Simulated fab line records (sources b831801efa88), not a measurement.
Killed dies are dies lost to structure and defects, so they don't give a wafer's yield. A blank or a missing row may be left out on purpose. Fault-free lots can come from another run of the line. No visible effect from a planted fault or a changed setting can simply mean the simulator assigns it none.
The same fault as seen by 2 desks || flow sfq line || numbers are kept per desk, each desk with only its own; the story behind them comes last

METROLOGY DESK
Lot by lot, what the gauges showed, no matter which tool ran the lot: averages of those sampled wafers that carry a number. Marked OUT: a lot whose mean sits more than 4 standard deviations from the usual mean, which makes it out of limits; the brackets give that distance.
Columns: A = M1_OVL at SFQ_M1_OVL_MEAS_911, usual -1 nm; B = I1_BOW at SFQ_I1_BOW_MEAS_912, usual 0 um; C = I1_OVL at SFQ_I1_OVL_MEAS_913, usual -3 nm
{"lot": "L234", "first seen here": "day 11 01:02", "A": 1, "B": -1, "C": 2}
{"lot": "L240", "first seen here": "day 16 06:15", "A": 5, "B": -2, "C": 9}
{"lot": "L241", "first seen here": "day 16 16:20", "A": -2, "B": -6, "C": -14}
{"lot": "L251", "first seen here": "day 26 01:29", "A": 6, "B": 2, "C": -2}
{"lot": "L255", "first seen here": "day 27 01:30", "A": 5, "B": 7, "C": -6}
{"lot": "L256", "first seen here": "day 27 07:30", "A": 0, "B": 1, "C": -1}
Result from this desk: across the 6 lots, nothing is out of limits.

FOR THE TOOL OWNER'S DESK: litho track-04
The tool's own readings at SFQ_TRILAYER_I1_VIA_LITHO_COAT_049 (resist thk 650 nm): means of the sampled wafers that have a number, for each lot that ran on this tool. Marked OUT: a lot whose mean sits more than 4 standard deviations from the usual mean, which makes it out of limits; the brackets give that distance.
Columns: A = exhaust pa at SFQ_TRILAYER_I1_VIA_LITHO_COAT_049, usual 44.9 Pa; B = resist line temp C at SFQ_TRILAYER_I1_VIA_LITHO_COAT_049, usual 23.00 C
{"lot": "L240", "first seen here": "day 16 12:03", "A": 44.4, "B": 23.07}
{"lot": "L241", "first seen here": "day 16 22:02", "A": 45.5, "B": 23.06}
{"lot": "L251", "first seen here": "day 26 07:38", "A": 44.3, "B": 22.99}
{"lot": "L256", "first seen here": "day 27 13:17", "A": 45.2, "B": 23.06}
Result from this desk: across the 4 lots, nothing is out of limits.

PUT TOGETHER
Nothing out of limits was seen by the metrology desk.
The tool owner's desk saw nothing out of limits.

WHAT HAD BEEN PUT IN BY THE SIMULATOR
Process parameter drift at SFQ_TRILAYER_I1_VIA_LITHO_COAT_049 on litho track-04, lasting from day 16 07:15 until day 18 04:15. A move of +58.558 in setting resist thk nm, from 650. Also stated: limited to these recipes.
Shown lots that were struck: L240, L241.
